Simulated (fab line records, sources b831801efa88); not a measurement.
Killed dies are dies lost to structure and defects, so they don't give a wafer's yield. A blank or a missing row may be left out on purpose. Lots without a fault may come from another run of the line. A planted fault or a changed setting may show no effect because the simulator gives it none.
Which tool did it? | flow sky130 | 12 lots, 36 wafers sampled, at 5 steps of a route of 708

WHAT THE GAUGES READ, wafer by wafer
SKY_CONTACT_BOW_MEAS_05. Usual: CONTACT_BOW 84 um, standard deviation 7.5.
lot  | measured     | on            | CONTACT_BOW (um) | flag
L603 | day 30 21:17 | film_metro-03 | 96 89 84         |
L605 | day 31 15:59 | film_metro-04 | 85 88 81         |
L608 | day 32 12:41 | film_metro-01 | 93 83 68         |
L609 | day 32 16:08 | film_metro-03 | 101 81 78        |
L613 | day 33 18:47 | film_metro-04 | 76 88 89         |
L612 | day 33 20:25 | film_metro-03 | 76 89 95         |
L614 | day 34 03:49 | film_metro-04 | 92 90 95         |
L615 | day 34 12:55 | film_metro-01 | 83 79 77         |
L616 | day 34 17:04 | film_metro-04 | 80 82 82         |
L617 | day 35 04:36 | film_metro-01 | 91 75 74         |
L619 | day 36 10:32 | film_metro-04 | 84 73 80         |
L625 | day 37 17:37 | film_metro-03 | 85 78 88         |

SKY_CONTACT_CD_MEAS_14: target cd 170 nm. Usual: cd_nm 169.4 nm, standard deviation 1.9.
lot  | measured     | on        | cd_nm (nm)        | flag
L603 | day 32 00:44 | cd_sem-02 | 165.9 165.8 166.0 |
L605 | day 32 19:32 | cd_sem-01 | 168.3 168.9 168.3 |
L608 | day 33 15:55 | cd_sem-02 | 171.5 171.3 172.2 |
L609 | day 33 19:22 | cd_sem-02 | 171.4 171.1 170.7 |
L613 | day 34 21:28 | cd_sem-01 | 167.0 167.7 169.2 |
L612 | day 34 22:54 | cd_sem-01 | 170.8 173.2 171.9 |
L614 | day 35 05:53 | cd_sem-02 | 170.2 170.3 169.7 |
L615 | day 35 13:23 | cd_sem-01 | 171.0 171.2 170.3 |
L616 | day 35 17:49 | cd_sem-01 | 47.8 150.8 35.1   | OFF
L617 | day 36 05:52 | cd_sem-01 | 170.5 58.5 109.9  | OFF
L619 | day 37 12:36 | cd_sem-01 | 170.1 167.9 168.5 |
L625 | day 38 18:35 | cd_sem-02 | 172.9 173.0 173.4 |

SKY_METAL1_RS_MEAS_05: measures by four-point-probe. Usual: METAL1_ALCU_RS 0.1264 ohm/sq, standard deviation 0.0013.
lot  | measured     | on            | METAL1_ALCU_RS (ohm/sq) | flag
L603 | day 32 02:28 | film_metro-04 | 0.1262 0.1264 0.1261    |
L605 | day 32 21:12 | film_metro-04 | 0.1255 0.1246 0.1249    |
L608 | day 33 17:35 | film_metro-04 | 0.1259 0.1255 0.1247    |
L609 | day 33 21:02 | film_metro-02 | 0.1273 0.1252 0.1247    |
L613 | day 35 01:01 | film_metro-01 | 0.1274 0.1270 0.1287    |
L612 | day 35 01:19 | film_metro-01 | 0.1236 0.1240 0.1244    |
L614 | day 35 07:34 | film_metro-02 | 0.1252 0.1265 0.1265    |
L615 | day 35 15:05 | film_metro-04 | 0.1269 0.1269 0.1275    |
L616 | day 35 19:32 | film_metro-02 | 0.1258                  |
L617 | day 36 07:41 | film_metro-04 | 0.1258                  |
L619 | day 37 14:17 | film_metro-01 | 0.1265 0.1265 0.1265    |
L625 | day 38 20:17 | film_metro-02 | 0.1278 0.1267 0.1275    |

WHICH TOOL RAN EACH LOT (tool, then ch and the chambers of the sampled wafers, then the start)
lot  | SKY_LI_CONTACT_SPUTTER_19    | SKY_CONTACT_EXPOSE_11
L603 | pvd_sputter-04, day 29 15:01 | krf_scanner-01 ch 0, day 31 11:03
L605 | pvd_sputter-04, day 30 10:04 | krf_scanner-02 ch 0, day 32 06:26
L608 | pvd_sputter-04, day 31 08:07 | krf_scanner-02 ch 0, day 33 02:32
L609 | pvd_sputter-01, day 31 09:52 | krf_scanner-01 ch 0, day 33 05:57
L613 | pvd_sputter-03, day 32 12:58 | krf_scanner-01 ch 0, day 34 08:12
L612 | pvd_sputter-01, day 32 14:55 | krf_scanner-01 ch 0, day 34 09:40
L614 | pvd_sputter-03, day 32 22:09 | krf_scanner-02 ch 0, day 34 17:20
L615 | pvd_sputter-01, day 33 08:22 | krf_scanner-01 ch 0, day 35 01:54
L616 | pvd_sputter-04, day 33 12:18 | krf_scanner-01 ch 0, day 35 06:11
L617 | pvd_sputter-03, day 34 00:21 | krf_scanner-01 ch 0, day 35 16:39
L619 | pvd_sputter-01, day 35 05:58 | krf_scanner-02 ch 0, day 36 23:08
L625 | pvd_sputter-04, day 36 13:34 | krf_scanner-02 ch 0, day 38 06:07
- SKY_LI_CONTACT_SPUTTER_19: material Ti, target thk 20 nm, time 106.37 s.
- SKY_CONTACT_EXPOSE_11: exposes mask CTM1, target cd 170 nm.

WHAT THE TOOLS THEMSELVES READ (means of the sampled wafers that have a number; where no wafer has one, the mark that the record gives instead)
SKY_LI_CONTACT_SPUTTER_19. Usual: throttle_valve_pct 30.1 %, standard deviation 0.94.
lot  | tool           | throttle_valve_pct (%) | flag
L603 | pvd_sputter-04 | 30.4                   |
L605 | pvd_sputter-04 | 30.8                   |
L608 | pvd_sputter-04 | 31.2                   |
L609 | pvd_sputter-01 | 29.6                   |
L613 | pvd_sputter-03 | 31.2                   |
L612 | pvd_sputter-01 | 29.1                   |
L614 | pvd_sputter-03 | 31.3                   |
L615 | pvd_sputter-01 | 29.7                   |
L616 | pvd_sputter-04 | 30.3                   |
L617 | pvd_sputter-03 | 31.2                   |
L619 | pvd_sputter-01 | 29.6                   |
L625 | pvd_sputter-04 | 30.8                   |

SKY_CONTACT_EXPOSE_11. Usual: focus_offset_nm -0.1 nm, standard deviation 0.5; reticle_temp_C 22.98 C, standard deviation 0.11.
lot  | tool           | focus_offset_nm (nm) | reticle_temp_C (C) | flag
L603 | krf_scanner-01 | 0.5                  | 23.09              |
L605 | krf_scanner-02 | -0.4                 | 23.04              |
L608 | krf_scanner-02 | -0.1                 | 22.87              |
L609 | krf_scanner-01 | 0.3                  | 22.96              |
L613 | krf_scanner-01 | -0.3                 | 22.92              |
L612 | krf_scanner-01 | 0.1                  | 23.04              |
L614 | krf_scanner-02 | -0.0                 | 22.88              |
L615 | krf_scanner-01 | -0.2                 | 22.84              |
L616 | krf_scanner-01 | 0.1                  | 23.08              |
L617 | krf_scanner-01 | -0.1                 | 22.92              |
L619 | krf_scanner-02 | 0.2                  | 23.05              |
L625 | krf_scanner-02 | 0.2                  | 22.88              |

THE ANSWER, worked out from the rows above alone
Rule: a lot is off if the mean of its wafers that have a number lies more than 3 standard deviations from the usual mean. A lot without any number at a reading at which 4 lots or more have one is off too. The other lots that the step has rows for count as sound. The gauges are gone through in route order, then the tools' own readings, and for those a lot's mean is taken as printed above. The first step at which some lot is off is used, and at that step the reading that is off furthest; a lot without a number counts as furthest.
Off: L616, L617, at SKY_CONTACT_CD_MEAS_14 (cd_nm).
A tool fits if, at a process step before that reading, it ran every lot that is off, and no sound lot after the first of them. The gauges at SKY_CONTACT_CD_MEAS_14 are tried like those tools. One fits: krf_scanner-01 at SKY_CONTACT_EXPOSE_11. Its last sound lot is L615 (day 35 01:54), its first lot that is off L616 (day 35 06:11): a fault that began between those two fits.

WHAT THE SIMULATOR HAD PUT IN
Process parameter drift: krf_scanner-01, from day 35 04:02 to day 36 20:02, at SKY_CONTACT_EXPOSE_11. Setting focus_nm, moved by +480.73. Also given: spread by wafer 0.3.
Lots struck among those shown: L616, L617. The rule above found the same.
